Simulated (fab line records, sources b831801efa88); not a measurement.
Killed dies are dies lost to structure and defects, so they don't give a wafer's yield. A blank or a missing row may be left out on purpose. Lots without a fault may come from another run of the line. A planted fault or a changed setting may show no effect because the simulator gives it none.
Which tool did it? | flow sky130 | 12 lots, 36 wafers sampled, at 2 steps of a route of 708

WHAT THE GAUGES READ, wafer by wafer
SKY_PWDE_OVL_MEAS_07.
lot  | measured    | on         | PWDE_OVL (nm)
L233 | day 4 08:53 | overlay-01 | 1.8 3.4 2.3
L232 | day 4 09:02 | overlay-02 | -0.5 0.2 0.0
L235 | day 4 20:38 | overlay-01 | 2.9 3.4 1.4
L237 | day 5 02:22 | overlay-02 | -0.2 -3.6 -1.8
L238 | day 5 10:51 | overlay-01 | 1.6 0.4 0.7
L244 | day 6 19:11 | overlay-01 | -1.9 -0.2 -0.4
L247 | day 7 13:54 | overlay-02 | 1.6 1.2 1.9
L248 | day 7 19:17 | overlay-02 | -0.9 -0.2 -1.4
L249 | day 7 22:49 | overlay-01 | 3.3 4.9 2.5
L250 | day 8 06:45 | overlay-02 | 2.1 1.1 1.1
L251 | day 8 13:09 | overlay-02 | -1.2 0.4 -0.2
L252 | day 8 21:02 | overlay-01 | 3.0 1.8 2.3

WHICH TOOL RAN EACH LOT (tool, then ch and the chambers of the sampled wafers, then the start)
lot  | SKY_FIELD_ISO_ETCH_15
L233 | rie_diel-02 ch 1,2,3, day 2 17:57
L232 | rie_diel-03 ch 2,3, day 2 18:18
L235 | rie_diel-02 ch 0,1,2, day 3 01:42
L237 | rie_diel-01 ch 0,2,3, day 3 10:33
L238 | rie_diel-03 ch 1,2, day 3 18:17
L244 | rie_diel-03 ch 1,2, day 5 00:26
L247 | rie_diel-01 ch 1,2,3, day 5 16:02
L248 | rie_diel-02 ch 1,3, day 5 19:57
L249 | rie_diel-02 ch 0,2,3, day 6 02:35
L250 | rie_diel-01 ch 1,2, day 6 07:03
L251 | rie_diel-02 ch 1,3, day 6 12:30
L252 | rie_diel-03 ch 0,2,3, day 6 20:48
- SKY_FIELD_ISO_ETCH_15: etches the open film in CHF3/O2, stops on Si, target depth 180 nm, time 72 s.

WHAT THE TOOLS THEMSELVES READ (means of the sampled wafers that have a number; where no wafer has one, the mark that the record gives instead)
SKY_FIELD_ISO_ETCH_15.
lot  | tool        | drypump_motor_current_A (A) | oes_product_au (a.u.) | throttle_valve_pct (%)
L233 | rie_diel-02 | 5.6                         | 0.945                 | 8.849
L232 | rie_diel-03 | 6.4                         | 0.945                 | 8.845
L235 | rie_diel-02 | 5.8                         | 0.935                 | 8.837
L237 | rie_diel-01 | 5.4                         | 0.943                 | 8.851
L238 | rie_diel-03 | 6.1                         | 0.944                 | 8.843
L244 | rie_diel-03 | 6.0                         | 0.944                 | 8.839
L247 | rie_diel-01 | 5.5                         | 0.943                 | 8.851
L248 | rie_diel-02 | 5.6                         | 0.941                 | 8.850
L249 | rie_diel-02 | 5.7                         | 0.941                 | 8.841
L250 | rie_diel-01 | 5.9                         | 0.951                 | 8.848
L251 | rie_diel-02 | 5.5                         | 0.948                 | 8.847
L252 | rie_diel-03 | 6.1                         | 0.943                 | 8.854

THE ANSWER, worked out from the rows above alone
Rule: what is usual is taken from the lots themselves. Put in order of their means at a reading, lots are off if they are a third of the lots or fewer, leave a main group of 4 or more, and stand apart from it by a gap of 3 or more times the standard deviation of the main group's means; of several such gaps the widest counts. A main group whose means are all the same, to the digits that the tables above print for the reading, isn't used. A lot without any number at a reading at which 4 lots or more have one is off too. The other lots that the step has rows for count as sound. The gauges are gone through in route order, then the tools' own readings, and for those a lot's mean is taken as printed above. The first step at which some lot is off is used, and at that step the reading that is off furthest; a lot without a number counts as furthest.
No lot is off at any reading shown: from this, nothing can be told.

WHAT THE SIMULATOR HAD PUT IN
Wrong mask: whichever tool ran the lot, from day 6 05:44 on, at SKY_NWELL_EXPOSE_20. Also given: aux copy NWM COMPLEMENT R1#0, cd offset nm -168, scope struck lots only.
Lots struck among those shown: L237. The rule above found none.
